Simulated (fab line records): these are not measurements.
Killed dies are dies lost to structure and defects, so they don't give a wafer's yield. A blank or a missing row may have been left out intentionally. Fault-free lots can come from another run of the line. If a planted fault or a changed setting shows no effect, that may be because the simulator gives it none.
One fault through the eyes of 2 desks    flow gf180mcu    only its own numbers are on each desk; what lay behind them is given at the end

FROM THE METROLOGY DESK
What the gauges read for every lot (on any tool): the sampled wafers with a number, averaged. A lot is out of limits, marked OUT, if its mean lies more than 4 standard deviations from the usual mean; the brackets give that distance.
Columns: A = V4_W_RS at GF_V4_RS_MEAS_24, usual 0.327 ohm/sq; B = V4_W_THK at GF_V4_THK_MEAS_25, usual 363 nm; C = MIM_CVD_05_THK at GF_MIM_THK_MEAS_06, usual 42.0 nm; D = MIM_ALCU_RS at GF_MIM_RS_MEAS_10, usual 0.1608 ohm/sq; E = MIM_ALCU_THK at GF_MIM_THK_MEAS_11, usual 199.8 nm; F = cd nm at GF_M5_CD_MEAS_07, usual 280.0 nm; G = M5_OVL at GF_M5_OVL_MEAS_08, usual 0 nm
lot   first seen here  A      B    C     D       E      F      G
L276  day 24 13:35     0.326  368  41.5  0.1603  200.1  279.1  2
L278  day 25 02:59     0.322  367  42.3  0.1623  198.3  279.1  9
L280  day 25 21:20     0.322  371  41.7  0.1613  201.1  279.6  -0
L283  day 26 19:21     0.327  364  42.3  0.1611  201.4  279.0  0
L297  day 30 21:34     0.330  359  42.7  0.1616  198.7  279.3  -10
L299  day 31 14:08     0.327  359  42.9  0.1581  202.0  279.0  0
This desk's verdict: no lot among the 6 shows anything out of limits.

TOOL OWNER'S DESK, pvd sputter-03
At GF_MIM_SPUTTER_09 (material TiN, target thk 35 nm, time 29.2 s) the tool's own readings: per lot run on this tool, the mean of the sampled wafers that have a number. A lot is out of limits, marked OUT, if its mean lies more than 4 standard deviations from the usual mean; the brackets give that distance.
Columns: A = throttle valve pct at GF_MIM_SPUTTER_09, usual 29.9 %
lot   first seen here  A
L278  day 25 04:02     30.0
L280  day 25 22:12     30.1
L283  day 26 20:11     29.9
This desk's verdict: no lot among the 3 shows anything out of limits.

ALL TOGETHER
Metrology desk: nothing out of limits seen.
The tool owner's desk saw nothing out of limits.

WHAT WAS PUT IN BY THE SIMULATOR
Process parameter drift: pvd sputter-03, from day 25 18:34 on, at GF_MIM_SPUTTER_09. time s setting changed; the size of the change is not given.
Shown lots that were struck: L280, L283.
